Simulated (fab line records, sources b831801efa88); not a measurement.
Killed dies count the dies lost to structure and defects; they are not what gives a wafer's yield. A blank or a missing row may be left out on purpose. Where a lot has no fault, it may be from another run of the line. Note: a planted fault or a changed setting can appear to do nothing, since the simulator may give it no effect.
The same fault as seen by 2 desks -- flow gf180mcu -- numbers are kept per desk, each desk with only its own; the story behind them comes last

## TOOL OWNER'S DESK, implanter-02
For each lot that ran on this tool, the mean over its sampled wafers that have a number, from the tool's own readings at GF_NSD_IMPLANT_09. Any lot whose mean is over 4 standard deviations away from the usual mean is out of limits and marked OUT; that distance is given in the brackets.
Columns: A = beamOnS at GF_NSD_IMPLANT_09, usual 18.7 s; B = doseIonsCm2 at GF_NSD_IMPLANT_09, usual 4e+15
lot,first seen here,A,B
L540,day 14 22:01,18.1,4e+15
L541,day 15 10:57,17.9,4e+15
L543,day 16 01:49,18.2,4e+15
L549,day 18 02:07,23.9,5e+15 (+99 or more) OUT
L551,day 18 18:01,24.6,5e+15 (+99 or more) OUT
L560,day 21 13:40,18.0,4e+15
L561,day 21 23:17,17.7,4e+15
L563,day 22 13:34,18.6,4e+15
Finding of this desk: L549, L551 out of limits; the first was L549 at day 18 02:07, on doseIonsCm2 at GF_NSD_IMPLANT_09. L540, L541, L543, L560, L561, L563: within limits.

## THE METROLOGY DESK
Means of the sampled wafers that have a number, per lot and without regard to the tool the lot ran on: this is what the gauges read. Any lot whose mean is over 4 standard deviations away from the usual mean is out of limits and marked OUT; that distance is given in the brackets.
Columns: A = NSD_RS at GF_PSD_RS_MEAS_14, usual 45.94 ohm/sq; B = cdNm at GF_V1_CD_MEAS_14, usual 260.1 nm
lot,first seen here,A,B
L540,day 15 22:03,46.03,260.3
L541,day 16 10:28,45.89,260.7
L543,day 17 02:01,46.06,260.4
L545,day 17 18:19,45.93,259.2
L549,day 19 02:53,44.70 (-17) OUT,258.8
L551,day 19 19:31,44.64 (-18) OUT,261.9
L556,day 21 10:44,45.94,259.9
L558,day 22 01:35,45.98,259.1
L560,day 22 15:34,45.99,259.1
L561,day 23 00:46,45.99,259.1
L563,day 23 14:29,46.02,260.4
This desk's result: L549, L551 out of limits, first on L549 (NSD_RS at GF_PSD_RS_MEAS_14), day 19 02:53. L540, L541, L543, L545, L556, L558, L560, L561, L563: within limits.

## TAKEN TOGETHER
On L549, L551, at day 18 02:07, an alarm was possible from the tool owner's desk.
L549, L551 would have let the metrology desk raise an alarm at day 19 02:53.
Every lot named ran GF_NSD_IMPLANT_09 on implanter-02.

## WHAT HAD BEEN PUT IN BY THE SIMULATOR
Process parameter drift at GF_NSD_IMPLANT_09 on implanter-02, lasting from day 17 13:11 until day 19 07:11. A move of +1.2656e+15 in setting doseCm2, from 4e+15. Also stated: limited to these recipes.
Lots struck among those shown: L549, L551.
Counting hours from when the fault started, the first reading out of limits came at 13 for the tool owner's desk and at 38 for the metrology desk.
